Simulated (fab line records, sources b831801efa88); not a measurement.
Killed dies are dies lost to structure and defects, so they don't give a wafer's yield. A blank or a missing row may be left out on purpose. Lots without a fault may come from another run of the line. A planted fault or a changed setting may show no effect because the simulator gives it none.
Chamber matching | flow sky130 | SKY_PAD_OPEN_ETCH_07 on rie_diel-01: 4 sister chambers
The step etches the open film in CF4/O2, stops on AlCu, target depth 725 nm, time 161.1 s. 14 wafers are shown with their chamber, then 7 later ones without.

WAFERS WITH THEIR CHAMBER
wafer  | chamber | drypump_motor_current_A (A) | oes_product_au (a.u.) | throttle_valve_pct (%)
L074.2 | 1       | 6.3                         | 0.976                 | 5.947
L074.3 | 0       | 6.0                         | 0.972                 | 5.968
L074.4 | 2       | 5.3                         | 0.981                 | 5.970
L080.1 | 1       | 6.3                         | 0.967                 | 5.975
L080.3 | 0       | 6.0                         | 0.970                 | 5.962
L080.5 | 0       | 6.0                         | 0.977                 | 5.953
L079.1 | 1       | 6.3                         | 0.963                 | 5.972
L079.3 | 3       | 5.7                         | 0.974                 | 5.983
L079.4 | 2       | 5.3                         | 0.977                 | 5.968
L083.3 | 0       | 6.0                         | 0.965                 | 5.961
L083.4 | 3       | 5.7                         | 0.992                 | 5.964
L083.5 | 1       | 6.3                         | 0.985                 | 5.976
L087.1 | 0       | 5.9                         | 0.963                 | 5.942
L087.4 | 2       | 5.3                         | 0.981                 | 5.973

SIGNATURES (means of the wafers above)
reading                 | chamber 0 | chamber 1 | chamber 2 | chamber 3 | scatter within a chamber
drypump_motor_current_A | 5.980     | 6.300     | 5.300     | 5.700     | 0.0283
oes_product_au          | 0.96940   | 0.97275   | 0.97967   | 0.98300   | 0.00766
throttle_valve_pct      | 5.95720   | 5.96750   | 5.97033   | 5.97350   | 0.0108
Rule: a wafer's distance from a chamber is the root of the sum, over the readings, of the square of ((its reading less the chamber's mean) divided by the reading's scatter). The wafer belongs to the nearest chamber; if the next one is less than 2 further off, it can't be placed. The scatter: the root of (the sum of the squares of (reading less its chamber's mean) over the shown wafers, divided by (wafers less chambers)).

WAFERS WITHOUT THEIR CHAMBER
wafer  | drypump_motor_current_A (A) | oes_product_au (a.u.) | throttle_valve_pct (%)
L087.6 | 6.0                         | 0.970                 | 5.969
L089.1 | 6.3                         | 0.972                 | 5.956
L089.4 | 5.7                         | 0.978                 | 5.950
L089.6 | 5.7                         | 0.972                 | 5.978
L095.1 | 5.9                         | 0.969                 | 5.966
L095.4 | 5.7                         | 0.969                 | 5.965
L095.5 | 5.7                         | 0.978                 | 5.970

WHICH CHAMBER EACH WENT THROUGH
wafer  | from the rows above | in truth
L087.6 | 0                   | 0
L089.1 | 1                   | 1
L089.4 | 3                   | 3
L089.6 | 3                   | 3
L095.1 | 0                   | 0
L095.4 | 3                   | 3
L095.5 | 3                   | 3
Placed correctly: 7 of 7. Can't be placed from these rows: 0. Placed wrongly: 0.
